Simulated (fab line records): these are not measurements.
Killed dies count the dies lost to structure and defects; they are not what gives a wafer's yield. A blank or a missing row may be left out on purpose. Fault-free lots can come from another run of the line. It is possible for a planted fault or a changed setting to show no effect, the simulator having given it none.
Problem report, 8D (eight disciplines) form, completed by code -- flow sky130 -- the parts of the form that need people (team, actions taken, sign-off) are left out

## 1. THE ISSUE
At SKY_PAD_OPEN_PROBE_99, killed_at_M4_up averages 71.8 over 4 wafers from 2 lots, while fault-free wafers read 3.4, standard deviation 2. That puts it +34 standard deviations away from the usual mean.
The first sign was on wafer L598.1 at day 49 21:41, on prober-02. Wafers with a number at this step in the record: 15, from 5 lots. Rule for "out", or "out of limits": more than 4 standard deviations from the usual mean. Any other wafer with a number is counted as sound.

## 2. WHAT IT IS, AND WHAT IT ISN'T
question,is,is not
which readings at this step,"killed_at_M4_up, sort_bin_3_pad_short","killed_at_contacts, killed_at_front_end, killed_at_other, killed_open, killed_short, sort_bin_6_memory"
which lots,"L598, L600","L588, L590, L604"
which wafers of those lots,"L598.1, L598.6, L600.3, L600.5","L598.4, L600.1"
read on which tools,prober-02,-
when,from day 49 21:41,"up to then (6 sound wafers); but 5 sound wafers of L598, L600, L604 came after"

## 3. THE SUSPECTS, EACH WITH WHAT RULES IT OUT
Counting: if a tool at a process step up to the reading ran every lot that is out, it stays a suspect. Sound lots after the first of them don't rule it out here, since some wafers of a struck lot are sound.
- pvd_sputter-02 at SKY_METAL4_SPUTTER_01 (material TiN, target thk 20 nm, time 16.7 s): kept. It processed each lot that is out (first: L598, day 44 18:38); up to then, its last sound lot is L590 (day 42 13:47).
- pvd_sputter-02 at SKY_METAL4_SPUTTER_03 (material Ti, target thk 5 nm, time 3.3 s): kept. It processed each lot that is out (first: L598, day 44 18:42); up to then, its last sound lot is L590 (day 42 13:50).
- prober-02 at SKY_PAD_OPEN_PROBE_99: kept. It processed each lot that is out (first: L598, day 49 21:41); up to then, its last sound lot is L590 (day 48 03:52). Its own killed_at_M4_up, sort_bin_3_pad_short readings are out on those wafers.
pvd_sputter-02 at SKY_METAL4_SPUTTER_01, pvd_sputter-02 at SKY_METAL4_SPUTTER_03 and prober-02 at SKY_PAD_OPEN_PROBE_99 are what is left after counting.

## 4. THE CAUSE (what the simulator had put in)
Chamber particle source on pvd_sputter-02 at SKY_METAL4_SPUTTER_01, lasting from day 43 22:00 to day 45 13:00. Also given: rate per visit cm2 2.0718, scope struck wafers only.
After counting, 3 suspects remain, this tool included.

## 5. SEQUENCE OF EFFECTS, ordered by route
Rows list readings where the struck wafers' mean (over those with a number) sits beyond 3 standard deviations from the usual. Only readings whose record carries a usual standard deviation are examined. hours: median over the lots of the time between each lot's start at the first step of this table that gives one and its start at this step. sigmas: the change, counted in usual standard deviations.
hours,step,reading,usual,on struck wafers,change,sigmas
0,SKY_PAD_OPEN_PROBE_99,defect_limited_yield,82.6 %,71.2,-11.4,-5.5
0,SKY_PAD_OPEN_PROBE_99,killed_at_M4_up,3.4,71.8,+68.3,+34
0,SKY_PAD_OPEN_PROBE_99,killed_dies,86,142,+56,+5.6
0,SKY_PAD_OPEN_PROBE_99,sort_bin_3_pad_short,0.9 %,5.2,+4.3,+10
0,SKY_PAD_OPEN_PROBE_99,sort_bin_5_function,10.3 %,17.1,+6.8,+4.0
0,SKY_PAD_OPEN_PROBE_99,sort_n_pass,406,350,-56,-5.6
0,SKY_PAD_OPEN_PROBE_99,sort_yield_pct,82.6 %,71.2,-11.4,-5.5
Its process steps:
- SKY_PAD_OPEN_PROBE_99

## 6. HOW IT WOULD HAVE BEEN CAUGHT EARLIER
The fault began at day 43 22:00; the first out-of-limits reading in this record came at day 49 21:41, 144 hours later.
Tool readings at SKY_METAL4_SPUTTER_01 with a usual standard deviation given in the record: none out on any struck wafer, hence no alarm at a limit of 4 standard deviations on them.
Lots out: 2; all had begun SKY_METAL4_SPUTTER_01 on pvd_sputter-02 by day 49 21:41. Tool hold at that time: it would have spared none of them.
